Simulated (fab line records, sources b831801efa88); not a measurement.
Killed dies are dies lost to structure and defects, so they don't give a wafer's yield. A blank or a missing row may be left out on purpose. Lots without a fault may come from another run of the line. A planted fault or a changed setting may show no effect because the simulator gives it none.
Problem report in the 8D (eight disciplines) form, filled by code | flow sky130 | the parts of the form that need people (team, actions taken, sign-off) are left out

1. THE PROBLEM
rf_fwd_power_W at SKY_SONOS_ONO_ETCH_15 reads a mean of 491 W on 6 wafers of 2 lots; wafers without a fault read 589 W with a standard deviation of 3.5. That is -28 standard deviations from the usual mean.
The step: etches the open film in CHF3/O2, target depth 19.52 nm, time 7.8 s.
First seen on wafer L275.2, day 17 13:10, on rie_diel-04. The record holds 18 wafers of 6 lots with a number at this step. Rule for "out", or "out of limits": more than 4 standard deviations from the usual mean. The other wafers with a number count as sound.

2. WHAT IT IS AND WHAT IT IS NOT
question                    | is                     | is not
which readings at this step | rf_fwd_power_W         | chamber_pressure_mTorr, drypump_motor_current_A
which lots                  | L275, L277             | L260, L272, L276, L282
which wafers of those lots  | all that have a number | -
read on which tools         | rie_diel-04            | rie_diel-02, rie_diel-03
when                        | from day 17 13:10      | up to then (6 sound wafers); but 6 sound wafers of L276, L282 came after

3. SUSPECTS, AND WHAT RULES EACH OUT
Counting: a tool at a process step up to the reading stays a suspect if it ran every lot that is out and no sound lot after the first of them.
- rie_diel-04 at SKY_SONOS_ONO_ETCH_15 (etches the open film in CHF3/O2, target depth 19.52 nm, time 7.8 s): kept. It ran every lot that is out, first L275 (day 17 13:10), and no sound lot after that; its last sound lot up to then is L260 (day 12 23:10). Its own readings are out on those wafers: rf_fwd_power_W.
Left after counting: rie_diel-04 at SKY_SONOS_ONO_ETCH_15.

4. THE CAUSE (what the simulator had put in)
Process parameter drift: rie_diel-04, from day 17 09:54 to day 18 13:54, at SKY_SONOS_ONO_ETCH_15. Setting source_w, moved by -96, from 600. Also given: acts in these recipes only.
Counting left only this tool.

5. THE CHAIN OF EFFECTS, in route order
Each row: a reading whose mean over the struck wafers that have a number lies more than 3 standard deviations from the usual. Only readings for which the record gives a usual standard deviation are gone through. hours: the time from each lot's start at the first step in this table that gives one to its start at this step, as a median over the lots. sigmas: the change in usual standard deviations.
hours | step                  | reading        | usual      | on struck wafers | change | sigmas
0     | SKY_SONOS_ONO_ETCH_15 | oes_product_au | 0.996 a.u. | 0.956            | -0.040 | -4.1
0     | SKY_SONOS_ONO_ETCH_15 | rf_fwd_power_W | 589 W      | 491              | -98    | -28
The process steps in it:
- SKY_SONOS_ONO_ETCH_15: etches the open film in CHF3/O2, target depth 19.52 nm, time 7.8 s.

6. WHAT WOULD HAVE CAUGHT IT SOONER
In this record the first reading out of limits was taken at day 17 13:10, 3 hours after the fault began at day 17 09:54.
